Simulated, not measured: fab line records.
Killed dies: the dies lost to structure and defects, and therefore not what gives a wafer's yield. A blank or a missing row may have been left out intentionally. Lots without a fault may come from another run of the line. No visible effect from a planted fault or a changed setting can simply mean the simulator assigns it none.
Problem report, 8D (eight disciplines) form, completed by code || flow sky130 || the parts of the form that need people (team, actions taken, sign-off) are left out

1. THE ISSUE
Wafers without a fault read 14.999 s, standard deviation 0.0089; overpolish run s at SKY_VIA1_CMP_24 reads a mean of 0.042 s on 6 wafers belonging to 2 lots. So: -99 or more standard deviations from the usual mean.
The step: polishes, stops on SiO2, t overpolish 15 s, target thk 0 nm.
First seen on wafer L530.1, day 37 13:22, on cmp-01. The record holds 42 wafers of 14 lots with a number at this step. By rule, "out" or "out of limits" means more than 4 standard deviations away from the usual mean. Any other wafer with a number is counted as sound.

2. WHAT IT IS AND WHAT IT IS NOT
{"question": "which readings at this step", "is": "overpolish run s, time to endpoint s", "is not": "motor current A, slurry flow ml min"}
{"question": "which lots", "is": "L530, L532", "is not": "L520, L521, L522, L525, L526, L527, L528, L538, L539, L540, L541, L542"}
{"question": "which wafers of those lots", "is": "all that have a number", "is not": "-"}
{"question": "read on which tools", "is": "cmp-01", "is not": "cmp-02"}
{"question": "when", "is": "from day 37 13:22", "is not": "up to then (21 sound wafers); but 15 sound wafers of L538, L539, L540, L541, L542 came after"}

3. THE SUSPECTS, EACH WITH WHAT RULES IT OUT
Counting: a tool at a process step up to the reading stays a suspect if it ran every lot that is out and no sound lot after the first of them.
- cmp-01 at SKY_VIA1_CMP_24 (polishes, stops on SiO2, t overpolish 15 s, target thk 0 nm): ruled out as a lasting fault. After its first lot that is out, L530 (day 37 13:22), sound lots L538, L542 ran on it.
Left after counting: nothing in the record.

4. THE CAUSE (what the simulator had put in)
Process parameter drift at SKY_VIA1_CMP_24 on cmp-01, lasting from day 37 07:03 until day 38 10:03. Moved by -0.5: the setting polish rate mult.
Counting ruled it out, wrongly.

5. THE EFFECT CHAIN, in route order
Each row: a reading where the mean over the struck wafers with a number is more than 3 standard deviations away from the usual. Scope: only readings with a usual standard deviation given in the record; hours: median across lots of the time from each lot's start at the first step in this table that gives one to its start at this step; sigmas: change in usual standard deviations.
{"hours": 0, "step": "SKY_VIA1_CMP_24", "reading": "overpolish run s", "usual": "14.999 s", "on struck wafers": 0.042, "change": -14.957, "sigmas": "-99 or more"}
{"hours": 0, "step": "SKY_VIA1_CMP_24", "reading": "time to endpoint s", "usual": "65 s", "on struck wafers": 104, "change": "+39", "sigmas": "+11"}
{"hours": 262, "step": "SKY_PAD_OPEN_PROBE_99", "reading": "defect limited yield", "usual": "82.8 %", "on struck wafers": 0.0, "change": -82.8, "sigmas": -49}
{"hours": 262, "step": "SKY_PAD_OPEN_PROBE_99", "reading": "killed_at_M0_to_M3", "usual": 43, "on struck wafers": 450, "change": "+408", "sigmas": "+66"}
{"hours": 262, "step": "SKY_PAD_OPEN_PROBE_99", "reading": "killed dies", "usual": 85, "on struck wafers": 492, "change": "+407", "sigmas": "+48"}
{"hours": 262, "step": "SKY_PAD_OPEN_PROBE_99", "reading": "killed on rim", "usual": 17, "on struck wafers": 96, "change": "+79", "sigmas": "+21"}
{"hours": 262, "step": "SKY_PAD_OPEN_PROBE_99", "reading": "sort_bin_3_pad_short", "usual": "0.9 %", "on struck wafers": 83.0, "change": "+82.1", "sigmas": "+99 or more"}
{"hours": 262, "step": "SKY_PAD_OPEN_PROBE_99", "reading": "sort n pass", "usual": 407, "on struck wafers": 0, "change": -407, "sigmas": -48}
{"hours": 262, "step": "SKY_PAD_OPEN_PROBE_99", "reading": "sort yield pct", "usual": "82.8 %", "on struck wafers": 0.0, "change": -82.8, "sigmas": -49}
Process steps it contains:
- SKY_VIA1_CMP_24: polishes, stops on SiO2, t overpolish 15 s, target thk 0 nm.
- SKY_PAD_OPEN_PROBE_99

6. WHAT WOULD HAVE CAUGHT IT SOONER
The fault began at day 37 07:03; the first out-of-limits reading in this record came at day 37 13:22, 6 hours later.
